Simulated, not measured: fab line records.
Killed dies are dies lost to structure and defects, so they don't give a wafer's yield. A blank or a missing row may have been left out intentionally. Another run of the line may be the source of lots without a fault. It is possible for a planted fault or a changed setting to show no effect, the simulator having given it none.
A sampling plan put to the test	flow gf180mcu	one line in one fab, 63 faults in these records, each fault weighed on the records of the lots it struck
Plan = the line's own looks (route steps where a gauge or an inspection reads the wafer without altering it). A look is open to judgement when struck wafers have a number at it and the file gives its usual mean and standard deviation on fault-free wafers. Caught: at a look after the fault's first step, the mean of the struck wafers lies 4 or more of those standard deviations (sigma) from the usual mean. On the tool: here the same test is run on the tool's own readings at the fault's steps. If the struck wafers alone have a blank record, or they carry another recipe, that too counts as caught.

THE FAULTS, as the simulator had put them in
1. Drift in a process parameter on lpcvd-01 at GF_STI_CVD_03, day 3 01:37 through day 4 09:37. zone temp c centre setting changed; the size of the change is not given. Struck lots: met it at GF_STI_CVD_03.
2. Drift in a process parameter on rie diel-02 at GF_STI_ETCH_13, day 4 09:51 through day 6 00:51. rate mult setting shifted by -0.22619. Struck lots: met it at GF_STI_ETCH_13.
3. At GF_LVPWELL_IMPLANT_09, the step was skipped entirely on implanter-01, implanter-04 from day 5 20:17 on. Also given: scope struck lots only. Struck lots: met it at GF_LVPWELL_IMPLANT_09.
4. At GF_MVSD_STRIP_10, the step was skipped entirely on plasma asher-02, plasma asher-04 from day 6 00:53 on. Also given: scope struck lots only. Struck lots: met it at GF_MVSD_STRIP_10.
5. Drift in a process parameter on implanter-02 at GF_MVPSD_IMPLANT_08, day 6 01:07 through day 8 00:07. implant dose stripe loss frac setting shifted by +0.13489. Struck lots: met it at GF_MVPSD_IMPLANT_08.
6. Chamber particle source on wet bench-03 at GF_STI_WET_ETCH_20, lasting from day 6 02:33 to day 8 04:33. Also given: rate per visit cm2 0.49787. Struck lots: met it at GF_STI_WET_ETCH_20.
7. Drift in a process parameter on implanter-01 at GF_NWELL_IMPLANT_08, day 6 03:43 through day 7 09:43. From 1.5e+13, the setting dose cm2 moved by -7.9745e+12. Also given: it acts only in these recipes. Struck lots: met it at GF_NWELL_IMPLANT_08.
8. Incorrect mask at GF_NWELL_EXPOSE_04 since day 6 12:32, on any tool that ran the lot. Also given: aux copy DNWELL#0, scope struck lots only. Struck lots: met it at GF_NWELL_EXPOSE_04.
9. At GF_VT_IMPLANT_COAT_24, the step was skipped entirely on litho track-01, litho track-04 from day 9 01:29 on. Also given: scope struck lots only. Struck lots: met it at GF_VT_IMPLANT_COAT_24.
10. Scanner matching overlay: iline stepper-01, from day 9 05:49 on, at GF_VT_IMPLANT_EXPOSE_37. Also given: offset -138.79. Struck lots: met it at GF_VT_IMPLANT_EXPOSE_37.
11. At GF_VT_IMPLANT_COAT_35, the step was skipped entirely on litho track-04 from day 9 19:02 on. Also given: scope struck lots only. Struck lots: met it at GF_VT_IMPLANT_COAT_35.
12. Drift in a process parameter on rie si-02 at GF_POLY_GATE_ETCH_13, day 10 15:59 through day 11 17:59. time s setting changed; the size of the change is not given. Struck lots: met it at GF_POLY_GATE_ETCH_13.
13. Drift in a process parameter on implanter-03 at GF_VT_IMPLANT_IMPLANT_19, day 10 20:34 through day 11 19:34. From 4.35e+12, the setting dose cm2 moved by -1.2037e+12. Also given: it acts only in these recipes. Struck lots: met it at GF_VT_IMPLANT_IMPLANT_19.
14. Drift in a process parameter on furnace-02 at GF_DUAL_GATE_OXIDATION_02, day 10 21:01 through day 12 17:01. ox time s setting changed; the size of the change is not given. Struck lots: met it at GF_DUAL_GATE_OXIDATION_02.
15. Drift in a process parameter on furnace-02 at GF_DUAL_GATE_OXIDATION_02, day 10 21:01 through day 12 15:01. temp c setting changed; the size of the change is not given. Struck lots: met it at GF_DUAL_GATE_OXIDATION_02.
16. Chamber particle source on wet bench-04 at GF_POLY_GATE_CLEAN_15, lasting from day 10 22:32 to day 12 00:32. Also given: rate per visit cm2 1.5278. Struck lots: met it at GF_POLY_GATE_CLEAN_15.
17. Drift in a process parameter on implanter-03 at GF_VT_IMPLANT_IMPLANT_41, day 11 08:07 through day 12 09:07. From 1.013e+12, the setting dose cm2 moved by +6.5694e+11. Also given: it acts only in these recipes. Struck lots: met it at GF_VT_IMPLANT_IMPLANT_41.
18. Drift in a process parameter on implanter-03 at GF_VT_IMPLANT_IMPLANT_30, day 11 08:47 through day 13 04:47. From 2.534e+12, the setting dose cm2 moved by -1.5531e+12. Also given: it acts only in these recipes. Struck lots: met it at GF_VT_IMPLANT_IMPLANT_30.
19. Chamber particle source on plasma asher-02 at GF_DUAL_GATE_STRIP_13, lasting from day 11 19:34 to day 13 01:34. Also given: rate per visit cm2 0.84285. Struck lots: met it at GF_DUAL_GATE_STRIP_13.
20. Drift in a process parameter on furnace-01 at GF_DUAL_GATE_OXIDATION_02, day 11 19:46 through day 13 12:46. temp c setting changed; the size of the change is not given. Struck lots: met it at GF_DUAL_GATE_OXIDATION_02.
21. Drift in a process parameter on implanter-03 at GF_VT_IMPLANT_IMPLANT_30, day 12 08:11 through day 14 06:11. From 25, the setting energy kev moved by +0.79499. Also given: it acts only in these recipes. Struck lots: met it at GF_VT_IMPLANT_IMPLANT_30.
22. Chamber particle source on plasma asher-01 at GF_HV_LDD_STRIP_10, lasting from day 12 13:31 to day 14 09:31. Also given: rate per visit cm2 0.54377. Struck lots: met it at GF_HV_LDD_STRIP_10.
23. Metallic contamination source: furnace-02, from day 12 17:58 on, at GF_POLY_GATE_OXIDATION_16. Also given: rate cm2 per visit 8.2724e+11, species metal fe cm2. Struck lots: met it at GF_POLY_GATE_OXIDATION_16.
24. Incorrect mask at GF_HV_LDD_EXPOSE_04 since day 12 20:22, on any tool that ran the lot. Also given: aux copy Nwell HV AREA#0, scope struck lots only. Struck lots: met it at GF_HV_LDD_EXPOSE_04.
25. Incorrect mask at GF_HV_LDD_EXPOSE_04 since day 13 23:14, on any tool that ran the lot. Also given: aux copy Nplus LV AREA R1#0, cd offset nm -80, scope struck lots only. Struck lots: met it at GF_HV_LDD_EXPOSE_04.
26. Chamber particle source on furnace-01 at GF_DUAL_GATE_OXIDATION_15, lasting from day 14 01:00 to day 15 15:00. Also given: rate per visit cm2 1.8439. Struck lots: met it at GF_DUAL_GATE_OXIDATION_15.
27. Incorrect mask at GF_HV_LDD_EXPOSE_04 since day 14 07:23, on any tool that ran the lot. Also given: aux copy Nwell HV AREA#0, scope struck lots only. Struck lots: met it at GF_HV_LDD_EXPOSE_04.
28. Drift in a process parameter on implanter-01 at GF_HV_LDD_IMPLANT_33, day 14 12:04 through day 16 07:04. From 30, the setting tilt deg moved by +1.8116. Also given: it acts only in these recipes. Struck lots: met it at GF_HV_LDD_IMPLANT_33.
29. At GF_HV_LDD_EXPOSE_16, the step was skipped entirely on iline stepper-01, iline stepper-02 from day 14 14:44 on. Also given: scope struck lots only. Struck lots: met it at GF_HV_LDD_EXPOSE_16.
30. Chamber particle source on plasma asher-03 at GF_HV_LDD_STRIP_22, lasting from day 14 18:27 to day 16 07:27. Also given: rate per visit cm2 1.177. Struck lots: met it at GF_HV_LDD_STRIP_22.
31. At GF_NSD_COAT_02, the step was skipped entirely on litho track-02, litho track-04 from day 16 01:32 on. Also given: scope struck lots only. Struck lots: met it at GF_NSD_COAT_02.
32. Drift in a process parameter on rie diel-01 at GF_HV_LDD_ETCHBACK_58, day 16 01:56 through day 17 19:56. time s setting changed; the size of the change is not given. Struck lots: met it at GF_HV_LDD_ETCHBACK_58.
33. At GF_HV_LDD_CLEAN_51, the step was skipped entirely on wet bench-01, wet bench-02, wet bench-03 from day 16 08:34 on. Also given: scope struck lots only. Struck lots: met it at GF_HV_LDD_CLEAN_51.
34. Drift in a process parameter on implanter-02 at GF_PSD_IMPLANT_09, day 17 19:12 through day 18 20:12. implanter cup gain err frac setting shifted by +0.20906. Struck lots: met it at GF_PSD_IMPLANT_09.
35. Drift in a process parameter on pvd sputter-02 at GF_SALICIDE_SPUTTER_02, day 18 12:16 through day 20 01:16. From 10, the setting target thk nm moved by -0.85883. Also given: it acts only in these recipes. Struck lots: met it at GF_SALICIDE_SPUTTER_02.
36. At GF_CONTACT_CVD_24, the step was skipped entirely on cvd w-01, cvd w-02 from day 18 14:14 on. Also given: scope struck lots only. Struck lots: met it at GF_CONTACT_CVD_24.
37. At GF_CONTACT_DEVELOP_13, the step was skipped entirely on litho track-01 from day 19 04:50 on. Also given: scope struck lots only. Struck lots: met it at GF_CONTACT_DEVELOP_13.
38. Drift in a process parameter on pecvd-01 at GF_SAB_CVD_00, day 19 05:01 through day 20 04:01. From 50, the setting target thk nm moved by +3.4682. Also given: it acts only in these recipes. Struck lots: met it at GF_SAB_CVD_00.
39. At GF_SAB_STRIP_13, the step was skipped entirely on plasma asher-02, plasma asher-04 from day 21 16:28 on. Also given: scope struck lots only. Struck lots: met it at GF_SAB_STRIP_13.
40. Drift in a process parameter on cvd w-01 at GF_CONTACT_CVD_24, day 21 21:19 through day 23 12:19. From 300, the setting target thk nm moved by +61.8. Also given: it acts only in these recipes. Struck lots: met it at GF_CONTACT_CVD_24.
41. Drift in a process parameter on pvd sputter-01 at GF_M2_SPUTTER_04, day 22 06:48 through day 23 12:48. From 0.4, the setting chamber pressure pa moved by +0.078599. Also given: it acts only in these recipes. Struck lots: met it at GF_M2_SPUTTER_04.
42. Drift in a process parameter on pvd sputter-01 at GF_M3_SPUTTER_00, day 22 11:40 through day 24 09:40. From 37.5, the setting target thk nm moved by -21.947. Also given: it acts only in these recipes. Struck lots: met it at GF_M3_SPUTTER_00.
43. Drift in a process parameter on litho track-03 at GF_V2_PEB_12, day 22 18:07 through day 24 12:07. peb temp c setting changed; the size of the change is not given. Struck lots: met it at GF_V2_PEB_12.
44. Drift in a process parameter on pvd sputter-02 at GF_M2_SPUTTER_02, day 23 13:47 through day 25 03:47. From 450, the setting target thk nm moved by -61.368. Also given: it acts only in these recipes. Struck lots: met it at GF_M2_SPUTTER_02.
45. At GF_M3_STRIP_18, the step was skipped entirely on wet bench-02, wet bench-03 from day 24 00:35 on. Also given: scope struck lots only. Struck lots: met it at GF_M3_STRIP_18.
46. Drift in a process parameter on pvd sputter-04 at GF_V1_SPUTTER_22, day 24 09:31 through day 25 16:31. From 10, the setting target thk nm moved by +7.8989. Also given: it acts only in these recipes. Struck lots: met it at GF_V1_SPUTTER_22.
47. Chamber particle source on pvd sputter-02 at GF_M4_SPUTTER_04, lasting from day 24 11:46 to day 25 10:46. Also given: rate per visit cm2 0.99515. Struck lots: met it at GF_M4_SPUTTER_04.
48. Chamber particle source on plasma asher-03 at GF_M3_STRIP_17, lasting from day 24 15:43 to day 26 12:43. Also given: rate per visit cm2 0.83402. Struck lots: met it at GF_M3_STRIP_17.
49. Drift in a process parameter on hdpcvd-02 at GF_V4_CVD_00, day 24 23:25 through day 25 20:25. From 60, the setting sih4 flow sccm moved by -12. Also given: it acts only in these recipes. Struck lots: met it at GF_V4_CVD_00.
50. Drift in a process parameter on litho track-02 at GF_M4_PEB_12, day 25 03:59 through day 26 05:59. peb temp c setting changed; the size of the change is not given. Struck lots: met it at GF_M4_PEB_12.
51. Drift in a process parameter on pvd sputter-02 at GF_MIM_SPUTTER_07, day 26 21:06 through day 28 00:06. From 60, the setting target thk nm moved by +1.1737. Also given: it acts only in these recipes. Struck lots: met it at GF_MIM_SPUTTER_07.
52. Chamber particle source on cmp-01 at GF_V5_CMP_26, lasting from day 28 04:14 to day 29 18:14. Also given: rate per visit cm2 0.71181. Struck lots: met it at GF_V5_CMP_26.
53. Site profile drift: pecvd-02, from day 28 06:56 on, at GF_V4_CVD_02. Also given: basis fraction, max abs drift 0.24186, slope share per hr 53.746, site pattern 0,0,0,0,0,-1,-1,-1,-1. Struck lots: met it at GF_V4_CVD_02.
54. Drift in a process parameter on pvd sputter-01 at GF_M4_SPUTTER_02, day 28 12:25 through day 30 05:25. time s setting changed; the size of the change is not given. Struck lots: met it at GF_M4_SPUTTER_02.
55. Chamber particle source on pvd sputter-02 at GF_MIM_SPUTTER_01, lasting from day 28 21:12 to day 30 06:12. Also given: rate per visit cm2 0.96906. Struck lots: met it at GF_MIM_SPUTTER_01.
56. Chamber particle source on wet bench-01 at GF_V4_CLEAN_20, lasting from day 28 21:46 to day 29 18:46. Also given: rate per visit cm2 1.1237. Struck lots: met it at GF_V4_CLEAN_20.
57. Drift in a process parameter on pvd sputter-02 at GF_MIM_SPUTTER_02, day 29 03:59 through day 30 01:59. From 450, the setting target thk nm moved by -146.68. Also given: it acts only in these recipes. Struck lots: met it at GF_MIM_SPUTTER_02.
58. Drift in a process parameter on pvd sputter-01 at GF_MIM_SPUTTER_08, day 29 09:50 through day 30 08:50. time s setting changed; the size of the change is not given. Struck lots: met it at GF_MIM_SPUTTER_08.
59. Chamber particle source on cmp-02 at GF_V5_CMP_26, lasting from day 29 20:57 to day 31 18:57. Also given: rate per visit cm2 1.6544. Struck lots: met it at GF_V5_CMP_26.
60. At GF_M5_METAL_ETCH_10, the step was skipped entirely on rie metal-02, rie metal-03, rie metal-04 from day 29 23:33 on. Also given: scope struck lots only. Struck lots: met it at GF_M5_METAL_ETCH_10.
61. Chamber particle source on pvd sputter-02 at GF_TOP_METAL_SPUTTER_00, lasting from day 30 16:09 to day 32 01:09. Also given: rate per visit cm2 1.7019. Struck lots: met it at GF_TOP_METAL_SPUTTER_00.
62. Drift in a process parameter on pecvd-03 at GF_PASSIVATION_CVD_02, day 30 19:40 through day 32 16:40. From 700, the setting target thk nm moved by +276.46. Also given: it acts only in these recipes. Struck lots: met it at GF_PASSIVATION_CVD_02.
63. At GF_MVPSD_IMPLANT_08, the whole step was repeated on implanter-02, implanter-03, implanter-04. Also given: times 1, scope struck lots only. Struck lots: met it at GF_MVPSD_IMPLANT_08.

WHAT THE PLAN SAW
fault	on the tool itself	first look that catches it	reading, sigma	median hours from its first step to that look	hours from the fault's start to the first struck lot there	judged looks passed uncaught
1	spike tc centre C +8.9 sigma	GF_STI_THK_MEAS_04	STI_CVD_03_THK +5.6	2.0	5	0
2	under 2 sigma	none of the 2 looks that can be judged after it	-	-	-	2
3	the tool's record is blank for the struck wafers	GF_LVPWELL_TW_MEAS_11	LVPWELL_TW -10	0.2	3	0
4	the tool's record is blank for the struck wafers	GF_MVPSD_TW_MEAS_11	MVPSD_TW -99 or beyond	15.8	17	0
5	no reading that can be judged	none of the 3 looks that can be judged after it	strongest: MVPSD_RS at GF_VT_IMPLANT_RS_MEAS_49, +2.7	-	-	3
6	under 2 sigma	not the one look that can be judged after it	-	-	-	1
7	dose ions cm2 -99 or beyond sigma	GF_NWELL_TW_MEAS_11	NWELL_TW -28	0.4	9	0
8	under 2 sigma	GF_NWELL_TW_MEAS_11	NWELL_TW -99 or beyond	7.8	12	0
9	the tool's record is blank for the struck wafers	not the one look that can be judged after it	strongest: VT_IMPLANT_4_TW at GF_VT_IMPLANT_TW_MEAS_43, +3.3	-	-	1
10	no reading that can be judged	GF_VT_IMPLANT_OVL_MEAS_40	VT_IMPLANT_03_OVL -99 or beyond	8.7	13	0
11	the tool's record is blank for the struck wafers	no look after it can be judged	-	-	-	0
12	run length s -82 sigma	no look after it can be judged	-	-	-	0
13	dose ions cm2 -99 or beyond sigma	GF_VT_IMPLANT_TW_MEAS_21	VT_IMPLANT_2_TW -15	0.2	10	0
14	under 2 sigma	GF_DUAL_GATE_THK_MEAS_03	DUAL_GATE_OXIDATION_00_THK +7.2	1.5	6	0
15	tube center temp C -46 sigma	none of the 2 looks that can be judged after it	strongest: DUAL_GATE_OXIDATION_00_THK at GF_DUAL_GATE_THK_MEAS_03, -2.0	-	-	2
16	no reading that can be judged	not the one look that can be judged after it	-	-	-	1
17	dose ions cm2 +99 or beyond sigma	GF_VT_IMPLANT_TW_MEAS_43	VT_IMPLANT_4_TW +28	0.2	3	0
18	dose ions cm2 -99 or beyond sigma	GF_VT_IMPLANT_TW_MEAS_32	VT_IMPLANT_3_TW -32	0.2	3	0
19	under 2 sigma	not the one look that can be judged after it	-	-	-	1
20	tube center temp C -99 or beyond sigma	GF_DUAL_GATE_THK_MEAS_03	DUAL_GATE_OXIDATION_00_THK -6.6	1.5	8	0
21	beam energy keV +99 or beyond sigma	no look after it can be judged	-	-	-	0
22	under 2 sigma	none of the 2 looks that can be judged after it	-	-	-	2
23	under 2 sigma	none of the 8 looks that can be judged after it	-	-	-	8
24	no reading that can be judged	GF_HV_LDD_TW_MEAS_11	HV_LDD_TW -99 or beyond	10.2	16	0
25	under 2 sigma	GF_HV_LDD_CD_MEAS_07	cd nm -41	10.3	13	0
26	under 2 sigma	none of the 7 looks that can be judged after it	-	-	-	7
27	no reading that can be judged	GF_HV_LDD_TW_MEAS_11	HV_LDD_TW -99 or beyond	10.8	17	0
28	tilt deg +79 sigma	no look after it can be judged	-	-	-	0
29	no reading that can be judged	no look after it can be judged	-	-	-	0
30	under 2 sigma	none of the 2 looks that can be judged after it	-	-	-	2
31	the tool's record is blank for the struck wafers	GF_PSD_TW_MEAS_11	PSD_TW +49	35.1	40	1
32	run length s -99 or beyond sigma	no look after it can be judged	-	-	-	0
33	no reading that can be judged	no look after it can be judged	-	-	-	0
34	faraday current uA +10 sigma	GF_PSD_TW_MEAS_11	PSD_TW -6.4	0.2	19	0
35	under 2 sigma	GF_SALICIDE_RS_MEAS_04	SALICIDE_TIN_RS +5.1	0.1	6	0
36	the tool's record is blank for the struck wafers	GF_CONTACT_RS_MEAS_25	CONTACT_W_RS +99 or beyond	0.1	2	0
37	no reading that can be judged	no look after it can be judged	-	-	-	0
38	under 2 sigma	GF_SAB_THK_MEAS_01	SAB_CVD_00_THK +4.6	0.0	8	0
39	the tool's record is blank for the struck wafers	no look after it can be judged	-	-	-	0
40	under 2 sigma	GF_CONTACT_RS_MEAS_25	CONTACT_W_RS -16	0.1	6	0
41	chamber pressure pa +97 sigma	none of the 7 looks that can be judged after it	-	-	-	7
42	under 2 sigma	no look after it can be judged	-	-	-	0
43	heater power total W +20 sigma	GF_V2_CD_MEAS_14	cd nm +4.5	0.3	2	0
44	under 2 sigma	GF_M2_RS_MEAS_05	M2_ALCU_RS +17	0.1	20	0
45	the tool's record is blank for the struck wafers	no look after it can be judged	-	-	-	0
46	under 2 sigma	no look after it can be judged	-	-	-	0
47	under 2 sigma	none of the 7 looks that can be judged after it	-	-	-	7
48	under 2 sigma	no look after it can be judged	-	-	-	0
49	sih4 flow sccm -59 sigma	GF_V4_THK_MEAS_01	V4_CVD_00_THK -22	0.1	5	0
50	heater power total W +35 sigma	GF_M4_CD_MEAS_14	cd nm -7.1	0.3	11	0
51	under 2 sigma	no look after it can be judged	-	-	-	0
52	under 2 sigma	none of the 2 looks that can be judged after it	-	-	-	2
53	under 2 sigma	GF_V4_THK_MEAS_03	V4_CVD_02_THK -6.2	0.1	2	0
54	under 2 sigma	GF_M4_RS_MEAS_05	M4_ALCU_RS +99 or beyond	0.1	10	0
55	under 2 sigma	not the one look that can be judged after it	-	-	-	1
56	no reading that can be judged	not the one look that can be judged after it	-	-	-	1
57	under 2 sigma	no look after it can be judged	-	-	-	0
58	under 2 sigma	GF_MIM_RS_MEAS_10	MIM_ALCU_RS +21	0.1	7	0
59	under 2 sigma	no look after it can be judged	-	-	-	0
60	the tool's record is blank for the struck wafers	no look after it can be judged	-	-	-	0
61	under 2 sigma	no look after it can be judged	-	-	-	0
62	under 2 sigma	GF_PASSIVATION_THK_MEAS_03	PASSIVATION_CVD_02_THK +32	0.2	18	0
63	no reading that can be judged	GF_MVPSD_TW_MEAS_11	MVPSD_TW +33	0.8	-	0
A dash: the fault isn't caught, or these records don't give the number.

Caught at a look: 29 of 63. Caught on the tool: 25 of 63. By one or the other: 40 of 63.
Faults caught by the tool alone: 9, 11, 12, 15, 21, 28, 32, 39, 41, 45, 60.
Caught at a look alone: faults 8, 10, 14, 24, 25, 27, 35, 38, 40, 44, 53, 54, 58, 62, 63.
Caught by neither: faults 2, 5, 6, 16, 19, 22, 23, 26, 29, 30, 33, 37, 42, 46, 47, 48, 51, 52, 55, 56, 57, 59, 61.

THINNER SAMPLING
Were the look that catches a fault to measure just every second or every third lot (counted by lot number), the first struck lot would, at worst, be measured this late:
fault	struck lots at that look, in order of time	every lot	every second lot	every third lot
1	L560, L563	5 h	20 h	may miss all 2
3	L538, L539	3 h	8 h	may miss all 2
4	L223, L224	17 h	24 h	may miss all 2
7	L561, L562	9 h	13 h	may miss all 2
8	L582	12 h	may miss it	may miss it
10	L413, L415	13 h	may miss all 2	may miss all 2
13	L996, L997	10 h	11 h	may miss all 2
14	L993, L994, L996	6 h	11 h	may miss all 3
17	L224, L227	3 h	23 h	may miss all 2
18	L549, L551	3 h	may miss all 2	may miss all 2
20	L272, L273	8 h	14 h	may miss all 2
24	L433	16 h	may miss it	may miss it
25	L607	13 h	may miss it	may miss it
27	L977	17 h	may miss it	may miss it
31	L606, L607	40 h	53 h	may miss all 2
34	L973, L974	19 h	25 h	may miss all 2
35	L257, L259	6 h	may miss all 2	may miss all 2
36	L345, L346	2 h	12 h	may miss all 2
38	L508, L509	8 h	20 h	may miss all 2
40	L654, L655	6 h	11 h	may miss all 2
43	L442, L443	2 h	10 h	may miss all 2
44	L777, L778	20 h	38 h	may miss all 2
49	L198, L199	5 h	8 h	may miss all 2
50	L652, L653	11 h	15 h	may miss all 2
53	L493, L497	2 h	may miss all 2	may miss all 2
54	L472, L475	10 h	25 h	may miss all 2
58	L921, L922	7 h	10 h	may miss all 2
62	L328, L329	18 h	22 h	may miss all 2
The hour figures run from when the fault began to the first measured lot among those it struck. The test against the limit of 4 sigma pooled every struck wafer, which means one lot taken alone may stay below that limit. Other struck lots may not be in these records.

THE LONGEST TIMED WAY FROM STEP TO LOOK
Fault 31: a median of 35.1 hours passes between GF_NSD_COAT_02 and GF_PSD_TW_MEAS_11. The look between them that can be judged stayed within 4 sigma: GF_NSD_TW_MEAS_12.
